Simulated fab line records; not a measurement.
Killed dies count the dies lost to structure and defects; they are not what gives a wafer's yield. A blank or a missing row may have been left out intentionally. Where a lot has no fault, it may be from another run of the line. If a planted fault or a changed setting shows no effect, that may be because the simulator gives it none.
fab line records ; flow sky130 ; part 2 of 2: steps 29 to 38 of 38
[record] lots = 5; wafers = 15; lastDay = 50
route steps=708 shown RES_XHIGH@338 SD_N@342 SD_P@359 SALICIDE@361 LI_CONTACT@362
lots that met no fault: from a run of the same line without faults
startH: start of the lot's first displayed wafer, in hours after the record's first day ; waitH: hours since the lot's step before ; " identical to the entry in the row above ; L1.1+2: a row that stands for several wafers ; - no value present, or no start provided ; * or withheld: withheld ; < > ~ a bound
route shown NAME@n: names a module that has steps shown in the file, with the first one's number in the route ; usual: mean/standard deviation of fault-free wafers ; same: alike in all rows ; chamber/n: place in a boat ; sites: the reading at each site ; _std_site: their standard deviation ; _edge_site: inner sites' mean taken away from outer sites' mean ; radiusMm: for every site, how far away it sits from the centre of the wafer ; mask NAME#n: copy n ; behind: tool/chamber where the wafer was last shaped ; hold: the reason the lot was held/the length of the hold in hours/how it ended ; device: the n, p or np transistor that did not switch ; end of line: the same wafers' tests at the end of the route ; a step with no rows: only its recipe ; killed: count of dies lost to structure and defects at first sort (not the wafer's yield) ; map: a wafer's dies, marking killed ones x, the rest . and places with no die _
set.NAME: the setting that was run; set.NAME@STEP: the one run at that earlier step ; model.NAME: the simulator's own value behind a step, which no gauge read
a table for each step, a row for each wafer; lots at some steps of the route
services: when a tool's chamber went out of use (startH, in hours from the record's first day, below 0 if earlier), for how many hours, and the reason
[[steps]]
[step SKY_LI_CONTACT_HMDS_05]
[recipe] primeTimeS = 60; primeTempC = 120
[usual] chillPlateTempC = 22.99/0.11; primeTempC = 120.00/0.12
lot.wafer;tool;chamber;startH;waitH;chillPlateTempC;primeTempC
L085.2;lithoTrack-02;0;756.17;0.1;22.87;120.22
L085.3;lithoTrack-02;0;756.17;0.1;23.06;120.06
L085.6;lithoTrack-02;0;756.17;0.1;23.01;120.00
L086.2;lithoTrack-02;0;764.67;0.1;22.97;119.94
L086.3;lithoTrack-02;0;764.67;0.1;22.87;120.06
L086.6;lithoTrack-02;0;764.67;0.1;22.73;120.03
L088.1;lithoTrack-02;0;783.00;0.1;22.96;119.97
L088.4;lithoTrack-02;0;783.00;0.1;22.97;119.89
L088.5;lithoTrack-02;0;783.00;0.1;22.99;119.91
L089.3;lithoTrack-03;0;787.20;0.1;22.86;120.17
L089.4;lithoTrack-03;0;787.20;0.1;22.84;120.07
L089.6;lithoTrack-03;0;787.20;0.1;22.92;119.92
L096.3;lithoTrack-03;0;841.20;0.1;23.13;120.23
L096.4;lithoTrack-03;0;841.20;0.1;23.21;120.21
L096.6;lithoTrack-03;0;841.20;0.1;22.99;120.05
[step SKY_LI_CONTACT_COAT_06]
[recipe] resist = BARC; tempC = withheld; timeS = withheld; spinRpm = 3000; resistThkNm = 60
[usual] chillPlateTempC = *
lot.wafer;tool;chamber;startH;waitH;chillPlateTempC
L085.2;lithoTrack-02;0;756.32;0.1;*
L085.3;lithoTrack-02;0;756.32;0.1;*
L085.6;lithoTrack-02;0;756.32;0.1;*
L086.2;lithoTrack-02;0;764.82;0.1;*
L086.3;lithoTrack-02;0;764.82;0.1;*
L086.6;lithoTrack-02;0;764.82;0.1;*
L088.1;lithoTrack-02;0;783.15;0.1;*
L088.4;lithoTrack-02;0;783.15;0.1;*
L088.5;lithoTrack-02;0;783.15;0.1;*
L089.3;lithoTrack-03;0;787.35;0.1;*
L089.4;lithoTrack-03;0;787.35;0.1;*
L089.6;lithoTrack-03;0;787.35;0.1;*
L096.3;lithoTrack-03;0;841.35;0.1;*
L096.4;lithoTrack-03;0;841.35;0.1;*
L096.6;lithoTrack-03;0;841.35;0.1;*
[step SKY_LI_CONTACT_COAT_07]
[recipe] resist = KrF-thick; spinRpm = 3000; resistThkNm = 450
[usual] chillPlateTempC = 23.00/0.11
lot.wafer;tool;chamber;startH;waitH;chillPlateTempC
L085.2;lithoTrack-02;0;-;-;23.10
L085.3;lithoTrack-02;0;-;-;22.99
L085.6;lithoTrack-02;0;-;-;22.97
L086.2;lithoTrack-02;0;-;-;23.00
L086.3;lithoTrack-02;0;-;-;23.01
L086.6;lithoTrack-02;0;-;-;23.09
L088.1;lithoTrack-02;0;-;-;23.08
L088.4;lithoTrack-02;0;-;-;23.00
L088.5;lithoTrack-02;0;-;-;23.25
L089.3;lithoTrack-03;0;-;-;23.06
L089.4;lithoTrack-03;0;-;-;22.92
L089.6;lithoTrack-03;0;-;-;22.88
L096.3;lithoTrack-03;0;-;-;23.16
L096.4;lithoTrack-03;0;-;-;23.16
L096.6;lithoTrack-03;0;-;-;22.90
[step SKY_LI_CONTACT_SOFTBAKE_08]
[recipe] tempC = 100; timeS = 90; resist = KrF-thick
[usual] chillPlateTempC = 22.97/0.11
lot.wafer;tool;chamber;startH;waitH;chillPlateTempC
L085.2;lithoTrack-02;0;-;-;23.00
L085.3;lithoTrack-02;0;-;-;22.97
L085.6;lithoTrack-02;0;-;-;23.14
L086.2;lithoTrack-02;0;-;-;23.08
L086.3;lithoTrack-02;0;-;-;23.10
L086.6;lithoTrack-02;0;-;-;23.04
L088.1;lithoTrack-02;0;-;-;22.77
L088.4;lithoTrack-02;0;-;-;22.94
L088.5;lithoTrack-02;0;-;-;22.83
L089.3;lithoTrack-03;0;-;-;22.89
L089.4;lithoTrack-03;0;-;-;23.11
L089.6;lithoTrack-03;0;-;-;22.96
L096.3;lithoTrack-03;0;-;-;22.89
L096.4;lithoTrack-03;0;-;-;22.78
L096.6;lithoTrack-03;0;-;-;22.92
[step SKY_LI_CONTACT_EXPOSE_09]
[recipe] maskId = LICM1; na = 0.8; sourceShape = annular; sigmaInner = 0.55; sigmaOuter = 0.85; targetCdNm = 170; doseMj = 38
lot.wafer;tool;chamber;startH;waitH;mask
L085.2+3+6;krfScanner-01;0;-;-;LICM1#0
L086.2+3+6;krfScanner-02;0;-;-;LICM1#0
L088.1+4+5;krfScanner-01;0;-;-;LICM1#0
L089.3+4+6;krfScanner-02;0;-;-;LICM1#0
L096.3+4+6;krfScanner-02;0;-;-;LICM1#0
[step SKY_LI_CONTACT_PEB_10]
[recipe] pebTempC = withheld; pebTimeS = withheld; resist = KrF-thick
[usual] chillPlateTempC = *
lot.wafer;tool;chamber;startH;waitH;chillPlateTempC
L085.2;lithoTrack-04;0;-;-;*
L085.3;lithoTrack-04;0;-;-;*
L085.6;lithoTrack-04;0;-;-;*
L086.2;lithoTrack-03;0;-;-;*
L086.3;lithoTrack-03;0;-;-;*
L086.6;lithoTrack-03;0;-;-;*
L088.1;lithoTrack-03;0;-;-;*
L088.4;lithoTrack-03;0;-;-;*
L088.5;lithoTrack-03;0;-;-;*
L089.3;lithoTrack-04;0;-;-;*
L089.4;lithoTrack-04;0;-;-;*
L089.6;lithoTrack-04;0;-;-;*
L096.3;lithoTrack-02;0;-;-;*
L096.4;lithoTrack-02;0;-;-;*
L096.6;lithoTrack-02;0;-;-;*
[step SKY_LI_CONTACT_DEVELOP_11]
[recipe] developTimeS = 60; resist = KrF-thick; devTempC = 21
[usual] chillPlateTempC = 22.98/0.089
lot.wafer;tool;chamber;startH;waitH;chillPlateTempC
L085.2;lithoTrack-04;0;-;-;22.98
L085.3;lithoTrack-04;0;-;-;22.94
L085.6;lithoTrack-04;0;-;-;23.06
L086.2;lithoTrack-03;0;-;-;23.02
L086.3;lithoTrack-03;0;-;-;22.96
L086.6;lithoTrack-03;0;-;-;22.97
L088.1;lithoTrack-03;0;-;-;23.08
L088.4;lithoTrack-03;0;-;-;23.05
L088.5;lithoTrack-03;0;-;-;23.10
L089.3;lithoTrack-04;0;-;-;22.91
L089.4;lithoTrack-04;0;-;-;22.95
L089.6;lithoTrack-04;0;-;-;23.00
L096.3;lithoTrack-02;0;-;-;23.03
L096.4;lithoTrack-02;0;-;-;23.08
L096.6;lithoTrack-02;0;-;-;23.03
[step SKY_LI_CONTACT_CD_MEAS_12]
[recipe] targetCdNm = 170
[usual] cdNm = 169.9/1.5
lot.wafer;tool;chamber;startH;waitH;cdNm
L085.2;cdSem-01;-;770.69;-;169.7
L085.3;cdSem-01;-;770.69;-;168.5
L085.6;cdSem-01;-;770.69;-;168.1
L086.2;cdSem-01;-;778.67;-;169.8
L086.3;cdSem-01;-;778.67;-;170.5
L086.6;cdSem-01;-;778.67;-;170.0
L088.1;cdSem-02;-;797.05;-;168.9
L088.4;cdSem-02;-;797.05;-;170.4
L088.5;cdSem-02;-;797.05;-;168.9
L089.3;cdSem-01;-;801.41;-;168.6
L089.4;cdSem-01;-;801.41;-;168.3
L089.6;cdSem-01;-;801.41;-;168.9
L096.3;cdSem-02;-;854.64;-;168.6
L096.4;cdSem-02;-;854.64;-;171.4
L096.6;cdSem-02;-;854.64;-;171.3
[step SKY_LI_CONTACT_OVL_MEAS_13]
[usual] LI_CONTACT_OVL = 3/5.7
lot.wafer;tool;chamber;startH;waitH;LI_CONTACT_OVL[nm]
L085.2;overlay-01;-;770.79;0.1;4
L085.3;overlay-01;-;770.79;0.1;8
L085.6;overlay-01;-;770.79;0.1;5
L086.2;overlay-02;-;778.77;0.1;2
L086.3;overlay-02;-;778.77;0.1;-1
L086.6;overlay-02;-;778.77;0.1;5
L088.1;overlay-01;-;797.17;0.1;1
L088.4;overlay-01;-;797.17;0.1;4
L088.5;overlay-01;-;797.17;0.1;4
L089.3;overlay-02;-;801.50;0.1;-9
L089.4;overlay-02;-;801.50;0.1;-4
L089.6;overlay-02;-;801.50;0.1;-5
L096.3;overlay-02;-;854.73;0.1;-1
L096.4;overlay-02;-;854.73;0.1;-3
L096.6;overlay-02;-;854.73;0.1;-4
[step SKY_LI_CONTACT_ETCH_14]
[recipe] chemistry = N2/H2; target = BARC; ionEnergyEv = 200; sourceW = 500; biasW = 100; pressureMtorr = 30; n2FlowSccm = 100; h2FlowSccm = 200; stopOn = SiO2; timeS = 45.9; targetDepthA = 600
[usual] drypumpMotorCurrentA = 5.7/0.49; oesProductAu = 0.855/0.0048; throttleValvePct = 13.225/0.0093
lot.wafer;tool;chamber;startH;waitH;drypumpMotorCurrentA;oesProductAu;rfHoursCounterH;throttleValvePct
L085.2;rieDiel-02;0;770.82;0.0;5.6;0.849;2;13.220
L085.3;rieDiel-02;2;770.82;0.0;5.9;0.855;17;13.218
L085.6;rieDiel-02;0;770.82;0.0;5.6;0.854;-;13.216
L086.2;rieDiel-02;2;778.80;0.0;5.9;0.864;17;13.220
L086.3;rieDiel-02;3;778.80;0.0;6.4;0.863;34;13.233
L086.6;rieDiel-02;0;778.80;0.0;5.6;0.849;-;13.231
L088.1;rieDiel-02;0;797.20;0.0;5.6;0.853;3;13.236
L088.4;rieDiel-02;0;797.20;0.0;5.6;0.850;-;13.212
L088.5;rieDiel-02;3;797.20;0.0;6.4;0.860;-;13.223
L089.3;rieDiel-01;0;801.52;0.0;4.9;0.851;16;13.234
L089.4;rieDiel-01;2;801.52;0.0;5.2;0.859;29;13.234
L089.6;rieDiel-01;3;801.52;0.0;5.3;0.853;-;13.219
L096.3;rieDiel-04;0;854.76;0.0;4.9;0.859;4;13.231
L096.4;rieDiel-04;2;854.76;0.0;5.5;0.854;12;13.231
L096.6;rieDiel-04;2;854.76;0.0;5.5;0.855;-;13.199
[[services]]
tool;chamber;startH;hours;kind
rieDiel-02;1;696.65;7.3;repair
plasmaAsher-01;-;698.82;3.3;repair
krfScanner-02;-;699.03;4.4;pm
ilineStepper-01;-;707.38;2.1;pm
cmp-02;-;711.17;3.6;repair
rieDiel-02;3;713.90;2.2;repair
ilineStepper-01;-;716.03;1.7;pm
implanter-01;-;721.43;0.9;repair
cmp-02;-;722.43;0.6;repair
wetBench-04;-;723.59;4.0;repair
implanter-01;-;725.50;16.0;pm
implanter-03;-;725.93;3.5;repair
krfScanner-02;-;729.15;1.0;pm
rieDiel-02;3;730.84;21.7;repair
plasmaAsher-03;-;733.75;9.0;pm
krfScanner-02;-;744.73;4.0;repair
ilineStepper-01;-;745.65;4.7;repair
cmp-02;-;746.01;4.0;pm
krfScanner-02;-;748.70;0.8;pm
rieDiel-02;1;753.66;39.3;repair
rtpAnneal-02;-;757.52;6.0;pm
krfScanner-02;-;766.92;1.3;pm
ilineStepper-01;-;780.55;6.3;repair
implanter-03;-;821.12;1.9;repair
